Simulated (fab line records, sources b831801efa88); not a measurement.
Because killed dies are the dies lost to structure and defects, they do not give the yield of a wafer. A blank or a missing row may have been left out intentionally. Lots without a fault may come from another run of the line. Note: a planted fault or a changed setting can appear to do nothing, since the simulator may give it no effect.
fab line records	flow sky130
record: lots: 10	wafers: 30	lastDay: 50
route steps=708 shown LI_CONTACT@374 LOCAL_INTERCONNECT@398 PAD_OPEN@708
lots that met no fault: taken from a fault-free run of the same line
startH: hours from the record's first day to the start of the lot's first wafer shown	waitH: time in hours since the lot's previous step	" unchanged from the row above	L1.1+2: a row that stands for several wafers	- no value, or no start was given	* or withheld: withheld	< > ~ a bound
route shown NAME@n: a module of which the file shows steps, and the number in the route of the first	usual: mean/standard deviation taken from wafers without a fault	same: alike in all rows	chamber/n: place in a boat	sites: readings site by site	_std_site: how widely they spread, as a standard deviation	_edge_site: the outer-site mean with the inner-site mean subtracted	radiusMm: how far each site lies from the wafer's centre	mask NAME#n: copy n	behind: the last tool/chamber to shape the wafer	hold: why the lot was held/for how many hours/how that ended	device: the n, p or np transistor that did not switch	end of line: the same wafers' tests at the end of the route	a step with no rows: only its recipe	killed: dies lost to structure and defects at the first sort, not the wafer's yield	map: a wafer's dies, x killed, . not, _ none there
set.NAME: setting as actually run; set.NAME@STEP: the setting as run at that earlier step	model.NAME: the simulator's own value behind a step, which no gauge read
a sample of lots followed through the steps of the route, with each step as a table and each wafer as a row
services: when a tool's chamber went out of use (startH, in hours from the record's first day, below 0 if earlier), for how many hours, and the reason
== steps ==
step: SKY_LI_CONTACT_CD_MEAS_12
recipe: targetCdNm: 170
usual: cdNm: 170.2/1.3
lot.wafer	tool	chamber	startH	waitH	cdNm
L796.3	cdSem-01	-	690.06	-	169.2
L796.4	"	-	"	"	169.5
L796.5	"	-	"	"	168.8
L800.2	cdSem-01	-	720.39	-	169.2
L800.4	"	-	"	"	168.9
L800.6	"	-	"	"	167.9
L801.4	cdSem-01	-	726.18	-	169.4
L801.5	"	-	"	"	169.6
L801.6	"	-	"	"	169.7
L802.2	cdSem-01	-	734.74	-	168.9
L802.3	"	-	"	"	169.3
L802.6	"	-	"	"	170.1
L806.2	cdSem-02	-	775.98	-	169.4
L806.5	"	-	"	"	170.7
L806.6	"	-	"	"	170.2
L811.1	cdSem-02	-	804.42	-	171.3
L811.2	"	-	"	"	171.9
L811.4	"	-	"	"	172.2
L813.1	cdSem-01	-	821.07	-	172.4
L813.4	"	-	"	"	172.9
L813.6	"	-	"	"	171.8
L814.1	cdSem-02	-	823.77	-	168.8
L814.5	"	-	"	"	169.3
L814.6	"	-	"	"	169.6
L815.1	cdSem-01	-	837.92	-	169.9
L815.2	"	-	"	"	168.5
L815.6	"	-	"	"	168.8
L817.2	cdSem-02	-	843.28	-	170.0
L817.3	"	-	"	"	170.3
L817.4	"	-	"	"	170.4
step: SKY_LI_CONTACT_ETCH_15
recipe: target: PSG	chemistry: C4F8/O2/Ar	stopOn: Si	taperDeg: 4.15	maskMaterial: KrF-thick	sourceW: 1500	biasW: 1200	pressureMtorr: 40	c4f8FlowSccm: withheld	O2_flow_sccm: 6	Ar_flow_sccm: 300	timeS: withheld	targetDepthA: 6000
usual: biasW: 1201/3.4	chamberPressureMTorr: 40.00/0.034	oesProductAu: 0.837/0.0042
lot.wafer	tool	chamber	startH	waitH	biasW	chamberPressureMTorr	oesProductAu
L796.3	rieDiel-01	3	690.22	0.0	1198	40.00	0.837
L796.4	"	1	"	"	1197	40.00	0.836
L796.5	"	0	"	"	1199	40.00	0.843
L800.2	rieDiel-04	0	720.57	0.0	1200	40.03	0.830
L800.4	"	1	"	"	1199	40.01	0.841
L800.6	"	1	"	"	1194	39.97	0.832
L801.4	rieDiel-04	1	726.32	0.0	1206	40.00	0.834
L801.5	"	3	"	"	1204	40.04	0.834
L801.6	"	2	"	"	1201	39.99	0.833
L802.2	rieDiel-04	0	734.92	0.0	1201	40.04	0.837
L802.3	"	1	"	"	1199	40.04	0.842
L802.6	"	2	"	"	1204	39.95	0.847
L806.2	rieDiel-02	0	776.16	0.0	1209	40.01	0.835
L806.5	"	2	"	"	1200	40.02	0.837
L806.6	"	3	"	"	1203	40.04	0.838
L811.1	rieDiel-02	0	804.62	0.0	1200	40.06	0.838
L811.2	"	1	"	"	1206	39.94	0.837
L811.4	"	2	"	"	1204	40.01	0.840
L813.1	rieDiel-04	3	821.27	0.0	1203	39.99	0.826
L813.4	"	0	"	"	1203	40.02	0.834
L813.6	"	0	"	"	1197	40.04	0.831
L814.1	rieDiel-04	2	823.97	0.0	1203	39.93	0.834
L814.5	"	2	"	"	1199	39.95	0.836
L814.6	"	3	"	"	1205	39.92	0.834
L815.1	rieDiel-01	0	838.12	0.0	1197	39.98	0.844
L815.2	"	3	"	"	1196	40.01	0.836
L815.6	"	3	"	"	1199	39.93	0.841
L817.2	rieDiel-04	1	843.46	0.0	1197	39.98	0.839
L817.3	"	0	"	"	1202	40.02	0.844
L817.4	"	1	"	"	1204	40.02	0.831
step: SKY_LOCAL_INTERCONNECT_CD_MEAS_11
recipe: targetCdNm: 170
usual: cdNm: 169.6/1.3
lot.wafer	tool	chamber	startH	waitH	cdNm
L796.3	cdSem-01	-	718.86	-	168.6
L796.4	"	-	"	"	169.7
L796.5	"	-	"	"	168.3
L800.2	cdSem-02	-	749.94	-	171.4
L800.4	"	-	"	"	171.9
L800.6	"	-	"	"	172.2
L801.4	cdSem-01	-	755.22	-	169.5
L801.5	"	-	"	"	168.4
L801.6	"	-	"	"	166.9
L802.2	cdSem-02	-	763.19	-	171.9
L802.3	"	-	"	"	171.3
L802.6	"	-	"	"	169.6
L806.2	cdSem-01	-	803.74	-	171.4
L806.5	"	-	"	"	169.5
L806.6	"	-	"	"	170.8
L811.1	cdSem-01	-	832.65	-	169.2
L811.2	"	-	"	"	171.2
L811.4	"	-	"	"	171.4
L813.1	cdSem-01	-	849.15	-	171.3
L813.4	"	-	"	"	171.5
L813.6	"	-	"	"	170.9
L814.1	cdSem-02	-	851.40	-	169.7
L814.5	"	-	"	"	169.5
L814.6	"	-	"	"	169.5
L815.1	cdSem-01	-	865.02	-	168.6
L815.2	"	-	"	"	167.7
L815.6	"	-	"	"	168.4
L817.2	cdSem-02	-	870.67	-	167.9
L817.3	"	-	"	"	168.0
L817.4	"	-	"	"	168.7
step: SKY_LOCAL_INTERCONNECT_ETCH_13
recipe: chemistry: N2/H2	target: BARC	ionEnergyEv: 200	biasW: 100	pressureMtorr: 30	n2FlowSccm: 100	h2FlowSccm: 200	icpW: 500	stopOn: SiO2	timeS: 45.9	targetDepthA: 600
usual: biasW: 100.00/0.28	chamberPressureMTorr: 30.00/0.035	drypumpMotorCurrentA: 5.9/0.42	oesProductAu: 0.855/0.0047	throttleValvePct: 13.224/0.0091
lot.wafer	tool	chamber	startH	waitH	biasW	chamberPressureMTorr	drypumpMotorCurrentA	oesProductAu	rfHoursCounterH	throttleValvePct
L796.3	rieMetal-02	0	719.00	0.0	99.65	30.01	5.8	0.855	-	13.216
L796.4	"	1	"	"	100.42	29.99	6.2	0.855	-	13.228
L796.5	"	0	"	"	99.70	30.00	5.8	0.857	-	13.231
L800.2	rieMetal-02	0	750.07	0.0	99.70	30.01	5.8	0.859	9	13.228
L800.4	"	0	"	"	99.92	30.02	5.8	0.859	-	13.221
L800.6	"	0	"	"	99.83	29.99	5.8	0.863	-	13.240
L801.4	rieMetal-01	0	755.34	0.0	-	-	-	-	-	-
L801.5	"	0	"	"	-	-	-	-	-	-
L801.6	"	1	"	"	-	-	-	-	-	-
L802.2	rieMetal-04	0	763.33	0.0	-	-	-	-	-	-
L802.3	"	0	"	"	-	-	-	-	-	-
L802.6	"	1	"	"	-	-	-	-	-	-
L806.2	rieMetal-04	1	803.87	0.0	99.83	29.96	5.5	0.852	14	13.210
L806.5	"	1	"	"	100.37	30.08	5.5	0.846	-	13.232
L806.6	"	0	"	"	99.67	30.04	6.4	0.854	-	13.224
L811.1	rieMetal-01	1	832.80	0.0	100.09	29.92	5.1	0.855	5	13.210
L811.2	"	0	"	"	99.54	29.95	6.2	0.857	14	13.221
L811.4	"	0	"	"	100.30	30.00	6.2	0.856	-	13.226
L813.1	rieMetal-01	1	849.30	0.0	100.02	30.03	5.1	0.849	6	13.222
L813.4	"	1	"	"	100.11	30.00	5.1	0.847	-	13.233
L813.6	"	1	"	"	99.89	30.01	5.1	0.850	-	13.212
L814.1	rieMetal-04	0	851.55	0.0	100.45	30.01	6.3	0.855	13	13.223
L814.5	"	0	"	"	100.36	29.98	6.3	0.848	-	13.210
L814.6	"	0	"	"	100.06	30.05	6.3	0.855	-	13.221
L815.1	rieMetal-04	0	865.18	0.0	100.28	30.03	6.4	0.856	13	13.207
L815.2	"	1	"	"	100.48	30.01	5.5	0.848	0	13.226
L815.6	"	1	"	"	99.85	29.97	5.5	0.845	-	13.230
L817.2	rieMetal-04	0	870.80	0.0	99.68	29.98	6.4	0.860	14	13.222
L817.3	"	1	"	"	99.91	29.99	5.5	0.858	-	13.233
L817.4	"	0	"	"	99.73	29.99	6.3	0.855	-	13.225
step: SKY_LOCAL_INTERCONNECT_METAL_ETCH_14
recipe: targetDepthNm: 110	stopOn: PSG	chemistry: Cl2/BCl3	target: TiN	resistSidewallDeg: 88	pressureMtorr: 10	icpW: 900	biasW: 48.5	Cl2_flow_sccm: 60	bcl3FlowSccm: 30	timeS: 31.4
usual: bcl3FlowSccm: 30.00/0.088	biasW: 48.50/0.15	drypumpMotorCurrentA: 5.9/0.42	mfcCl2Sccm: 60.00/0.19	oesProductAu: 0.944/0.0086	throttleValvePct: 21.898/0.0088
lot.wafer	tool	chamber	startH	waitH	bcl3FlowSccm	biasW	drypumpMotorCurrentA	mfcCl2Sccm	oesProductAu	rfHoursCounterH	throttleValvePct
L796.3	rieMetal-02	0	719.05	0.0	30.02	48.20	5.7	60.08	0.949	-	21.899
L796.4	"	1	"	"	30.09	48.32	6.3	60.13	0.947	-	21.898
L796.5	"	0	"	"	29.94	48.39	5.8	60.18	0.948	-	21.907
L800.2	rieMetal-02	0	750.14	0.0	29.81	48.38	5.8	59.99	0.944	9	21.891
L800.4	"	0	"	"	29.83	48.72	5.8	59.94	0.938	-	21.894
L800.6	"	0	"	"	29.86	48.42	5.8	60.12	0.941	-	21.905
L801.4	rieMetal-01	0	755.40	0.0	29.99	48.41	6.2	60.58	0.379	-	22.265
L801.5	"	0	"	"	29.98	48.47	6.2	60.31	0.374	-	22.262
L801.6	"	1	"	"	29.97	48.68	5.1	59.89	0.375	-	22.269
L802.2	rieMetal-04	0	763.39	0.0	29.88	48.12	6.4	59.99	0.377	9	22.268
L802.3	"	0	"	"	30.01	48.45	6.4	59.82	0.377	-	22.260
L802.6	"	1	"	"	30.05	48.54	5.5	60.06	0.372	-	22.244
L806.2	rieMetal-04	1	803.94	0.0	30.02	48.52	5.5	59.91	0.924	14	21.907
L806.5	"	1	"	"	30.01	48.51	5.5	59.99	0.925	-	21.918
L806.6	"	0	"	"	29.92	48.54	6.3	60.01	0.938	-	21.908
L811.1	rieMetal-01	1	832.87	0.0	30.01	48.60	5.1	60.18	0.949	5	21.887
L811.2	"	0	"	"	30.15	49.02	6.2	59.89	0.941	14	21.902
L811.4	"	0	"	"	30.11	48.57	6.2	59.84	0.940	-	21.882
L813.1	rieMetal-01	1	849.37	0.0	30.09	48.33	5.1	60.00	0.945	6	21.892
L813.4	"	1	"	"	29.97	48.34	5.1	59.73	0.964	-	21.892
L813.6	"	1	"	"	29.92	48.20	5.1	60.36	0.943	-	21.910
L814.1	rieMetal-04	0	851.68	0.1	29.95	48.40	6.4	60.26	0.944	13	21.894
L814.5	"	0	"	"	30.03	48.17	6.3	59.94	0.952	-	21.906
L814.6	"	0	"	"	29.99	48.38	6.4	60.07	0.952	-	21.911
L815.1	rieMetal-04	0	865.24	0.0	29.87	48.19	6.4	60.32	0.925	13	21.907
L815.2	"	1	"	"	30.02	48.61	5.5	60.06	0.949	0	21.888
L815.6	"	1	"	"	30.09	48.57	5.5	59.94	0.949	-	21.891
L817.2	rieMetal-04	0	870.87	0.0	30.08	48.60	6.4	60.10	0.928	14	21.887
L817.3	"	1	"	"	30.28	48.66	5.5	60.13	0.931	-	21.906
L817.4	"	0	"	"	30.03	48.60	6.4	59.98	0.923	-	21.898
step: SKY_LOCAL_INTERCONNECT_STRIP_15
recipe: chemistry: O2/N2	powerW: 1400	pressureMtorr: 1500	platenTempC: withheld	o2FlowSccm: 3000	n2FlowSccm: 300	overashFraction: 0.5
usual: drypumpMotorCurrentA: 5.6/0.37	oesProductAu: 0.427/0.0049	stripTimeToEndpointS: 4.722/0.016
lot.wafer	tool	chamber	startH	waitH	drypumpMotorCurrentA	oesProductAu	rfHoursCounterH	stripTimeToEndpointS
L796.3	plasmaAsher-02	1	719.12	0.1	5.8	0.425	-	4.707
L796.4	"	0	"	"	5.5	0.434	-	4.721
L796.5	"	0	"	"	5.6	0.425	-	4.712
L800.2	plasmaAsher-02	0	750.19	0.0	5.6	0.418	63	4.726
L800.4	"	0	"	"	5.5	0.435	-	4.728
L800.6	"	0	"	"	5.6	0.428	-	4.742
L801.4	plasmaAsher-02	1	755.46	0.1	5.7	0.443	-	5.144
L801.5	"	1	"	"	5.7	0.441	-	5.162
L801.6	"	0	"	"	5.6	0.452	-	5.176
L802.2	plasmaAsher-02	0	763.44	0.0	5.5	0.445	65	5.176
L802.3	"	1	"	"	5.8	0.444	-	5.175
L802.6	"	0	"	"	5.6	0.443	-	5.179
L806.2	plasmaAsher-02	1	803.99	0.0	5.7	0.421	69	4.712
L806.5	"	0	"	"	5.5	0.422	-	4.722
L806.6	"	1	"	"	5.8	0.422	-	4.720
L811.1	plasmaAsher-03	0	832.92	0.0	6.0	0.415	9	4.712
L811.2	"	1	"	"	5.8	0.431	9	4.713
L811.4	"	0	"	"	6.0	0.432	-	4.705
L813.1	plasmaAsher-01	0	849.42	0.0	4.8	0.432	45	4.689
L813.4	"	0	"	"	4.8	0.426	-	4.726
L813.6	"	0	"	"	4.8	0.435	-	4.694
L814.1	plasmaAsher-03	1	851.78	0.1	5.9	0.426	11	4.737
L814.5	"	1	"	"	5.9	0.428	-	4.747
L814.6	"	0	"	"	6.0	0.437	-	4.724
L815.1	plasmaAsher-03	0	865.29	0.0	6.0	0.427	14	4.742
L815.2	"	1	"	"	5.8	0.436	14	4.712
L815.6	"	1	"	"	5.8	0.420	-	4.717
L817.2	plasmaAsher-01	1	870.92	0.0	5.4	0.430	49	4.713
L817.3	"	1	"	"	5.5	0.421	-	4.727
L817.4	"	0	"	"	4.8	0.443	-	4.733
step: SKY_PAD_OPEN_PROBE_99
usual: killed_at_M0_to_M3: 44/6.8	killed_at_M4_up: 3.4/2	killedAtContacts: 24/5.2	killedAtFrontEnd: 15/5.2	killedAtOther: 0.2/0.46	killedDies: 87/9.8	killedOnRim: 17/3.8	killedOpen: 47/7.5	killedShort: 39/6.8
same: grossDies: 492	killedAtBackSide: 0
lot.wafer	tool	chamber	startH	waitH	killed_at_M0_to_M3	killed_at_M4_up	killedAtContacts	killedAtFrontEnd	killedAtOther	killedDies	killedOnRim	killedOpen	killedShort
L796.3	prober-01	-	1088.00	0.2	52	2	27	13	0	94	24	55	39
L796.4	prober-01	-	1088.05	0.2	55	6	18	28	0	107	19	55	52
L796.5	prober-01	-	1088.10	0.2	58	4	30	19	0	111	22	59	52
L800.2	prober-01	-	1107.27	0.1	55	4	32	16	1	108	25	57	51
L800.4	prober-01	-	1107.37	0.2	39	5	24	11	0	79	21	46	33
L800.6	prober-01	-	1107.47	0.2	41	2	26	24	0	93	18	48	45
L801.4	prober-02	-	1113.49	0.2	212	63	139	11	67	492	96	35	34
L801.5	prober-02	-	1113.54	0.2	220	66	140	15	51	492	96	40	42
L801.6	prober-02	-	1113.59	0.2	227	70	129	19	47	492	96	52	40
L802.2	prober-01	-	1119.77	0.1	208	56	148	23	57	492	96	52	48
L802.3	prober-01	-	1119.82	0.2	218	64	124	21	65	492	96	50	47
L802.6	prober-01	-	1119.97	0.2	232	36	133	29	62	492	96	58	35
L806.2	prober-02	-	1148.02	0.1	46	3	25	18	1	93	20	54	39
L806.5	prober-02	-	1148.17	0.2	50	3	24	17	1	95	14	57	38
L806.6	prober-02	-	1148.22	0.2	48	5	23	19	0	95	20	62	33
L811.1	prober-02	-	1165.87	0.1	47	2	19	13	0	81	13	47	34
L811.2	prober-02	-	1165.92	0.1	49	1	19	10	1	80	17	43	37
L811.4	prober-02	-	1166.02	0.2	40	4	23	14	0	81	17	46	35
L813.1	prober-02	-	1178.35	0.1	48	1	19	16	1	85	21	57	28
L813.4	prober-02	-	1178.50	0.2	35	2	29	16	1	83	13	52	31
L813.6	prober-02	-	1178.60	0.2	31	4	13	12	0	60	9	32	28
L814.1	prober-01	-	1180.74	0.1	40	3	34	19	0	96	21	67	29
L814.5	prober-01	-	1180.94	0.2	41	4	29	5	0	79	11	36	43
L814.6	prober-01	-	1180.99	0.2	42	5	16	7	0	70	9	37	33
L815.1	prober-02	-	1186.57	0.1	51	4	13	22	0	90	9	55	35
L815.2	prober-02	-	1186.62	0.1	41	0	18	11	0	70	16	31	39
L815.6	prober-02	-	1186.82	0.2	45	4	17	10	0	76	21	40	36
L817.2	prober-02	-	1192.25	0.1	44	2	27	14	0	87	13	48	39
L817.3	prober-02	-	1192.30	0.2	44	2	26	12	0	84	16	42	42
L817.4	prober-02	-	1192.35	0.2	53	2	34	19	0	108	22	52	56
killed by level:class
L796.3 VIA1:geometricParticle:open=16 CONTACT:geometricParticle:open=10 METAL1:geometricParticle:short=8 METAL2:geometricParticle:short=6 VIA2:geometricParticle:open=6 FIELD_ISO:geometricParticle:open=5 CONTACT:geometricParticle:short=5 VIA3:geometricParticle:open=5
L796.4 VIA1:geometricParticle:open=12 FIELD_ISO:geometricParticle:open=9 VIA3:geometricParticle:open=9 VIA2:geometricParticle:open=8 FIELD_ISO:geometricParticle:short=7 POLY_GATE:geometricParticle:short=6 METAL4:geometricParticle:short=6 METAL2:geometricParticle:short=6
L796.5 LI_CONTACT:geometricParticle:open=10 VIA3:geometricParticle:open=10 CONTACT:geometricParticle:open=9 VIA1:geometricParticle:open=8 METAL1:geometricParticle:short=8 METAL2:geometricParticle:short=8 LOCAL_INTERCONNECT:geometricParticle:short=6 VIA1:geometricParticle:short=6
L800.2 VIA1:geometricParticle:open=11 CONTACT:geometricParticle:open=10 VIA1:geometricParticle:short=10 LI_CONTACT:geometricParticle:open=8 VIA3:geometricParticle:open=7 VIA2:geometricParticle:short=6 LOCAL_INTERCONNECT:geometricParticle:short=5 CONTACT:geometricParticle:short=5
L800.4 VIA1:geometricParticle:open=10 LI_CONTACT:geometricParticle:open=10 VIA3:geometricParticle:open=8 CONTACT:geometricParticle:open=8 VIA1:geometricParticle:short=6 METAL1:geometricParticle:short=5 FIELD_ISO:geometricParticle:open=4 POLY_GATE:geometricParticle:short=3
L800.6 POLY_GATE:geometricParticle:open=7 LI_CONTACT:geometricParticle:open=7 METAL2:geometricParticle:short=7 CONTACT:geometricParticle:short=6 VIA1:geometricParticle:open=6 VIA2:geometricParticle:open=6 FIELD_ISO:geometricParticle:open=5 LOCAL_INTERCONNECT:geometricParticle:short=5
L801.4 LOCAL_INTERCONNECT:areaEtch=84 METAL4:areaExpose=38 VIA3:areaExpose=34 CAPM:areaExpose=34 CAP2M:areaExpose=33 VIA2:areaExpose=33 VIA1:areaExpose=31 CONTACT:areaExpose=29
L801.5 LOCAL_INTERCONNECT:areaEtch=84 METAL3:areaExpose=35 VIA2:areaExpose=34 CONTACT:areaExpose=33 METAL1:areaExpose=33 VIA1:areaExpose=33 METAL4:areaExpose=32 CAPM:areaExpose=31
L801.6 LOCAL_INTERCONNECT:areaEtch=78 METAL4:areaExpose=39 VIA3:areaExpose=37 VIA1:areaExpose=33 CONTACT:areaExpose=32 METAL3:areaExpose=32 METAL2:areaExpose=27 METAL1:areaExpose=26
L802.2 LOCAL_INTERCONNECT:areaEtch=86 METAL2:areaExpose=33 METAL1:areaExpose=32 CONTACT:areaExpose=31 VIA4:areaExpose=30 CAPM:areaExpose=30 METAL3:areaExpose=26 VIA2:areaExpose=26
L802.3 LOCAL_INTERCONNECT:areaEtch=67 CAP2M:areaExpose=38 VIA2:areaExpose=34 VIA4:areaExpose=33 METAL3:areaExpose=32 CONTACT:areaExpose=31 VIA3:areaExpose=29 VIA1:areaExpose=28
L802.6 LOCAL_INTERCONNECT:areaEtch=93 VIA2:areaExpose=42 VIA1:areaExpose=33 CAP2M:areaExpose=33 METAL1:areaExpose=31 VIA3:areaExpose=30 CAPM:areaExpose=29 CONTACT:areaExpose=26
L806.2 CONTACT:geometricParticle:open=11 LI_CONTACT:geometricParticle:open=10 VIA1:geometricParticle:open=9 METAL1:geometricParticle:short=8 VIA2:geometricParticle:open=7 VIA2:geometricParticle:short=6 FIELD_ISO:geometricParticle:short=5 POLY_GATE:geometricParticle:open=5
L806.5 VIA2:geometricParticle:open=14 CONTACT:geometricParticle:open=9 VIA1:geometricParticle:open=7 LI_CONTACT:geometricParticle:open=6 VIA3:geometricParticle:open=6 VIA2:geometricParticle:short=5 POLY_GATE:geometricParticle:short=4 LI_CONTACT:geometricParticle:short=4
L806.6 VIA1:geometricParticle:open=15 VIA2:geometricParticle:open=9 CONTACT:geometricParticle:open=8 FIELD_ISO:geometricParticle:short=5 LI_CONTACT:geometricParticle:open=5 METAL1:geometricParticle:open=5 SPACER:geometricParticle:open=4 LOCAL_INTERCONNECT:geometricParticle:short=4
L811.1 VIA1:geometricParticle:open=21 VIA1:geometricParticle:short=6 CONTACT:geometricParticle:open=6 VIA2:geometricParticle:open=5 CONTACT:geometricParticle:short=5 METAL1:geometricParticle:short=5 FIELD_ISO:geometricParticle:short=4 LI_CONTACT:geometricParticle:open=4
L811.2 VIA1:geometricParticle:open=21 VIA1:geometricParticle:short=8 METAL2:geometricParticle:short=8 CONTACT:geometricParticle:open=7 LI_CONTACT:geometricParticle:open=5 CONTACT:geometricParticle:short=5 METAL1:geometricParticle:short=5 POLY_GATE:geometricParticle:short=3
L811.4 VIA1:geometricParticle:open=10 CONTACT:geometricParticle:open=8 LI_CONTACT:geometricParticle:open=6 VIA1:geometricParticle:short=6 VIA3:geometricParticle:open=6 LI_CONTACT:geometricParticle:short=5 FIELD_ISO:geometricParticle:short=3 POLY_GATE:geometricParticle:short=3
L813.1 VIA1:geometricParticle:open=14 VIA3:geometricParticle:open=11 CONTACT:geometricParticle:open=10 VIA2:geometricParticle:open=5 POLY_GATE:geometricParticle:short=5 POLY_GATE:geometricParticle:open=5 METAL3:geometricParticle:short=5 LI_CONTACT:geometricParticle:open=5
L813.4 VIA1:geometricParticle:open=12 CONTACT:geometricParticle:open=11 LI_CONTACT:geometricParticle:open=9 FIELD_ISO:geometricParticle:open=5 CONTACT:geometricParticle:short=5 METAL2:geometricParticle:short=5 VIA3:geometricParticle:open=5 POLY_GATE:geometricParticle:short=3
L813.6 VIA1:geometricParticle:open=11 METAL2:geometricParticle:short=5 CONTACT:geometricParticle:open=4 LI_CONTACT:geometricParticle:open=4 METAL3:geometricParticle:short=3 METAL4:geometricParticle:short=3 LI_CONTACT:geometricParticle:short=2 FIELD_ISO:geometricParticle:open=2
L814.1 CONTACT:geometricParticle:open=14 VIA2:geometricParticle:open=9 LI_CONTACT:geometricParticle:open=8 VIA1:geometricParticle:open=8 VIA3:geometricParticle:open=8 FIELD_ISO:geometricParticle:open=7 POLY_GATE:geometricParticle:open=6 METAL1:geometricParticle:short=5
L814.5 CONTACT:geometricParticle:open=12 CONTACT:geometricParticle:short=11 METAL2:geometricParticle:short=11 VIA1:geometricParticle:open=10 VIA3:geometricParticle:open=5 METAL4:geometricParticle:short=4 FIELD_ISO:geometricParticle:short=3 LI_CONTACT:geometricParticle:open=3
L814.6 VIA1:geometricParticle:open=12 METAL1:geometricParticle:short=9 CONTACT:geometricParticle:open=8 METAL4:geometricParticle:short=5 VIA1:geometricParticle:short=5 LI_CONTACT:geometricParticle:open=4 VIA2:geometricParticle:open=4 VIA3:geometricParticle:open=4
L815.1 VIA1:geometricParticle:open=10 POLY_GATE:geometricParticle:open=9 VIA2:geometricParticle:open=9 VIA3:geometricParticle:open=8 CONTACT:geometricParticle:open=7 METAL1:geometricParticle:short=6 VIA3:geometricParticle:short=5 FIELD_ISO:geometricParticle:open=4
L815.2 VIA1:geometricParticle:open=10 METAL1:geometricParticle:short=8 LOCAL_INTERCONNECT:geometricParticle:short=5 CONTACT:geometricParticle:open=5 VIA1:geometricParticle:short=4 METAL2:geometricParticle:short=4 VIA2:geometricParticle:short=4 VIA3:geometricParticle:open=4
L815.6 VIA1:geometricParticle:open=12 VIA3:geometricParticle:open=7 CONTACT:geometricParticle:open=6 VIA1:geometricParticle:short=6 METAL3:geometricParticle:short=6 METAL1:geometricParticle:short=5 LI_CONTACT:geometricParticle:open=4 METAL2:geometricParticle:short=4
L817.2 VIA1:geometricParticle:short=11 CONTACT:geometricParticle:open=10 VIA1:geometricParticle:open=9 VIA2:geometricParticle:open=8 LI_CONTACT:geometricParticle:open=7 CONTACT:geometricParticle:short=5 VIA2:geometricParticle:short=5 POLY_GATE:geometricParticle:short=4
L817.3 VIA1:geometricParticle:open=14 CONTACT:geometricParticle:open=8 CONTACT:geometricParticle:short=7 LI_CONTACT:geometricParticle:open=6 METAL2:geometricParticle:short=5 VIA3:geometricParticle:open=5 FIELD_ISO:geometricParticle:short=4 VIA2:geometricParticle:open=4
L817.4 METAL1:geometricParticle:short=15 VIA1:geometricParticle:open=12 CONTACT:geometricParticle:open=12 LI_CONTACT:geometricParticle:open=11 CONTACT:geometricParticle:short=8 VIA1:geometricParticle:short=6 FIELD_ISO:geometricParticle:short=5 POLY_GATE:geometricParticle:short=5
== services ==
tool	chamber	startH	hours	kind
rieMetal-02	0	668.19	2.6	repair
rieDiel-04	2	680.04	6.4	repair
plasmaAsher-02	-	683.55	4.7	repair
rieDiel-04	-	685.13	2.8	pm
plasmaAsher-02	-	685.46	1.5	repair
rieMetal-04	-	703.38	2.8	pm
rieMetal-02	-	720.26	2.8	pm
plasmaAsher-03	-	733.75	9.0	pm
rieDiel-01	-	741.78	0.5	repair
rieMetal-04	-	768.56	14.6	pm
rieDiel-01	1	773.25	8.7	repair
rieDiel-04	1	773.91	7.6	repair
rieDiel-01	1	786.84	7.9	repair
rieDiel-04	0	790.97	11.7	repair
rieDiel-01	3	793.81	3.2	repair
rieDiel-02	1	804.71	56.0	repair
rieDiel-01	0	805.08	18.7	repair
rieDiel-04	-	835.99	1.1	repair
rieMetal-04	-	836.74	0.5	repair
plasmaAsher-02	-	845.74	2.0	repair
plasmaAsher-02	-	856.67	1.9	repair
rieMetal-02	1	857.43	2.4	repair
plasmaAsher-02	-	859.21	14.6	pm
rieMetal-02	0	862.28	19.8	repair
== key ==
firstSign: step: SKY_LOCAL_INTERCONNECT_ETCH_13	reading: toolRecord	direction: missing
effect: step: SKY_LOCAL_INTERCONNECT_METAL_ETCH_14	reading: oesProductAu	direction: down	sigmas: 66	usual: 0.944	struck: 0.376
effect: step: SKY_LOCAL_INTERCONNECT_STRIP_15	reading: stripTimeToEndpointS	direction: up	sigmas: 28	usual: *	struck: *
effect: step: SKY_PAD_OPEN_PROBE_99	reading: killedAtOther	direction: up	sigmas: 58	usual: 0.2	struck: 58.2
moreKillsBornAt: SKY_LOCAL_INTERCONNECT_ETCH_13@rieMetal-01: 246	SKY_LOCAL_INTERCONNECT_ETCH_13@rieMetal-04: 246
metAt SKY_LOCAL_INTERCONNECT_ETCH_13
struckLots L801,L802
laterRowsLeftOut L801.4,L801.5,L801.6,L802.2,L802.3,L802.6
testerLeftOut L801,L802
notActingAt SKY_LI_CONTACT_CD_MEAS_12,SKY_LI_CONTACT_ETCH_15,SKY_LOCAL_INTERCONNECT_CD_MEAS_11
fault: kind: skippedStepWhole	tool: rieMetal-01,rieMetal-04	chamber: -	onsetH: 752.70	steps: SKY_LOCAL_INTERCONNECT_ETCH_13	scope: struckLotsOnly
testerLeftOut: of these lots the tester's yield and bins aren't shown, on N5 and GAA mostly nor the transistor test; their killed dies are dies lost to structure and defects alone, not to doping, threshold or leakage, so they don't give the yield
laterRowsLeftOut: the simulator's readings of these wafers behind a module that went badly wrong aren't trusted and aren't shown, but for the sort
